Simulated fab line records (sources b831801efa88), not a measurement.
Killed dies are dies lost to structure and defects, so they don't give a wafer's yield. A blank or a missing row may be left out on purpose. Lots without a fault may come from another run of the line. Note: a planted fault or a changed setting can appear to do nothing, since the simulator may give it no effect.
Which tool is to blame? -- flow sky130 -- Sampling: 12 lots, 36 wafers, 5 of 708 route steps

== WHAT THE GAUGES READ, wafer by wafer ==
SKY_POLY_GATE_THK_MEAS_21. Usual: POLY_GATE_OXIDATION_THK gives 4.03 nm (standard deviation 0.083).
lot,measured,on,POLY_GATE_OXIDATION_THK (nm),flag
L229,day 16 09:13,film-metro-04,3.97 4.03 4.07,
L230,day 16 22:06,film-metro-01,4.00 3.87 3.90,
L232,day 17 22:55,film-metro-02,3.90 3.95 3.95,
L233,day 17 22:55,film-metro-01,4.09 4.07 4.01,
L234,day 18 11:15,film-metro-02,3.77 3.82 3.92,
L241,day 21 16:36,film-metro-04,3.98 3.95 3.93,
L246,day 22 22:10,film-metro-04,4.02 4.12 4.10,
L247,day 22 21:01,film-metro-04,4.03 3.95 4.05,
L248,day 23 07:36,film-metro-02,4.01 4.00 4.09,
L250,day 24 03:38,film-metro-04,4.07 4.12 4.05,
L251,day 24 11:53,film-metro-04,4.08 4.09 4.13,
L252,day 25 14:42,film-metro-04,4.11 3.94 4.04,

SKY_LDD_LDN_TW_MEAS_13. Usual: LDD_LDN_TW gives 1491 (standard deviation 10).
lot,measured,on,LDD_LDN_TW,flag
L229,day 22 17:09,film-metro-02,1475 1474 1469,
L230,day 23 07:38,film-metro-03,1502 1505 1504,
L232,day 24 10:06,film-metro-04,1475 1481 1484,
L233,day 24 10:10,film-metro-03,1504 1511 1499,
L234,day 24 21:37,film-metro-02,1583 1585 1599,OFF
L241,day 27 23:37,film-metro-04,1589 1587 1586,OFF
L246,day 29 03:44,film-metro-02,1492 1479 1483,
L247,day 29 02:20,film-metro-02,1478 1485 1479,
L248,day 29 12:35,film-metro-02,1486 1481 1491,
L250,day 30 06:32,film-metro-03,1506 1505 1495,
L251,day 30 12:59,film-metro-03,1509 1509 1500,
L252,day 31 14:11,film-metro-04,1481 1491 1477,

== WHAT TOOL EACH LOT RAN ON (gives the tool, then ch and the chambers of the sampled wafers, and finally the start) ==
lot,SKY_SONOS_ONO_STRIP_17,SKY_LDD_HVP_STRIP_09,SKY_LDD_LDN_IMPLANT_08
L229,"plasma-asher-03 ch 0,1, day 12 14:33","plasma-asher-03 ch 0,1, day 21 09:49","implanter-01 ch 0, day 22 16:28"
L230,"plasma-asher-02 ch 0,1, day 12 22:27","plasma-asher-04 ch 0,1, day 21 23:48","implanter-02 ch 0, day 23 06:56"
L232,"plasma-asher-01 ch 0,1, day 13 20:06","plasma-asher-04 ch 0,1, day 23 02:56","implanter-02 ch 0, day 24 09:25"
L233,"plasma-asher-02 ch 0,1, day 13 22:01","plasma-asher-03 ch 0,1, day 23 03:11","implanter-03 ch 0, day 24 09:26"
L234,"plasma-asher-03 ch 0,1, day 14 06:38","plasma-asher-03 ch 0,1, day 23 14:47","implanter-01 ch 0, day 24 20:31"
L241,"plasma-asher-01 ch 0,1, day 17 10:27","plasma-asher-02 ch 0,1, day 26 17:35","implanter-03 ch 0, day 27 22:37"
L246,"plasma-asher-01 ch 0,1, day 18 13:55","plasma-asher-02 ch 0,1, day 27 22:08","implanter-03 ch 0, day 29 03:02"
L247,"plasma-asher-03 ch 1, day 18 16:05","plasma-asher-02 ch 1, day 27 20:59","implanter-03 ch 0, day 29 01:39"
L248,"plasma-asher-01 ch 0,1, day 19 03:20","plasma-asher-04 ch 0,1, day 28 07:44","implanter-03 ch 0, day 29 11:53"
L250,"plasma-asher-03 ch 0,1, day 19 21:15","plasma-asher-02 ch 0,1, day 29 01:59","implanter-02 ch 0, day 30 05:52"
L251,"plasma-asher-03 ch 0,1, day 20 04:16","plasma-asher-04 ch 1, day 29 08:33","implanter-01 ch 0, day 30 12:18"
L252,"plasma-asher-03 ch 0,1, day 21 11:01","plasma-asher-04 ch 0,1, day 30 10:08","implanter-02 ch 0, day 31 13:29"
- SKY_SONOS_ONO_STRIP_17: strips in O2/N2.
- SKY_LDD_HVP_STRIP_09: strips in O2/N2.
- SKY_LDD_LDN_IMPLANT_08

== AS READ BY THE TOOLS THEMSELVES (means over the sampled wafers that have a number; for cases with no such wafer, the mark the record gives instead) ==
SKY_SONOS_ONO_STRIP_17. Usual: drypump-motor-current-A 5.7 A, standard deviation 0.45; oes-product-au 0.710 a.u., standard deviation 0.0045; strip-time-to-endpoint-s 14.09 s, standard deviation 0.042.
lot,tool,drypump-motor-current-A (A),oes-product-au (a.u.),strip-time-to-endpoint-s (s),flag
L229,plasma-asher-03,5.6,0.710,14.15,
L230,plasma-asher-02,6.0,0.713,14.10,
L232,plasma-asher-01,5.8,0.709,14.16,
L233,plasma-asher-02,6.0,0.712,14.05,
L234,plasma-asher-03,5.9,0.710,14.08,
L241,plasma-asher-01,5.4,0.711,14.15,
L246,plasma-asher-01,5.8,0.709,14.03,
L247,plasma-asher-03,6.2,0.710,14.09,
L248,plasma-asher-01,5.8,0.712,14.06,
L250,plasma-asher-03,5.9,0.705,14.03,
L251,plasma-asher-03,5.6,0.710,14.06,
L252,plasma-asher-03,5.9,0.713,14.10,

SKY_LDD_HVP_STRIP_09. Usual: drypump-motor-current-A 5.9 A, standard deviation 0.31; oes-product-au 0.408 a.u., standard deviation 0.0045; strip-time-to-endpoint-s 4.133 s, standard deviation 0.015.
lot,tool,drypump-motor-current-A (A),oes-product-au (a.u.),strip-time-to-endpoint-s (s),flag
L229,plasma-asher-03,5.9,0.406,4.133,
L230,plasma-asher-04,6.1,0.411,4.139,
L232,plasma-asher-04,6.0,0.406,4.109,
L233,plasma-asher-03,5.9,0.407,4.141,
L234,plasma-asher-03,5.9,0.406,4.153,
L241,plasma-asher-02,5.8,0.406,4.138,
L246,plasma-asher-02,5.7,0.409,4.137,
L247,plasma-asher-02,6.2,0.409,4.133,
L248,plasma-asher-04,6.1,0.410,4.126,
L250,plasma-asher-02,6.0,0.409,4.137,
L251,plasma-asher-04,6.2,0.406,4.118,
L252,plasma-asher-04,6.1,0.410,4.111,

== THE ANSWER, worked out from the rows above alone ==
Rule: take the mean of a lot's wafers that have a number; if it is more than 3 standard deviations from the usual mean, the lot is off. A lot without any number at a reading at which 4 lots or more have one is off too. Any other lot the step has rows for is counted as sound. Order of review: gauges by route order, followed by the tools' own readings, for which a lot's mean as printed above is used. At the first step where some lot is off, the reading lying furthest off is the one used; lots without a number count as furthest.
Off: L234, L241, seen at SKY_LDD_LDN_TW_MEAS_13 (LDD_LDN_TW).
If a tool, at a process step before that reading, ran all the lots that are off and no sound lot after the first of them, it fits. The gauges at SKY_LDD_LDN_TW_MEAS_13 are tried like those tools. Of those tried, none fits.

== WHAT THE SIMULATOR PUT IN ==
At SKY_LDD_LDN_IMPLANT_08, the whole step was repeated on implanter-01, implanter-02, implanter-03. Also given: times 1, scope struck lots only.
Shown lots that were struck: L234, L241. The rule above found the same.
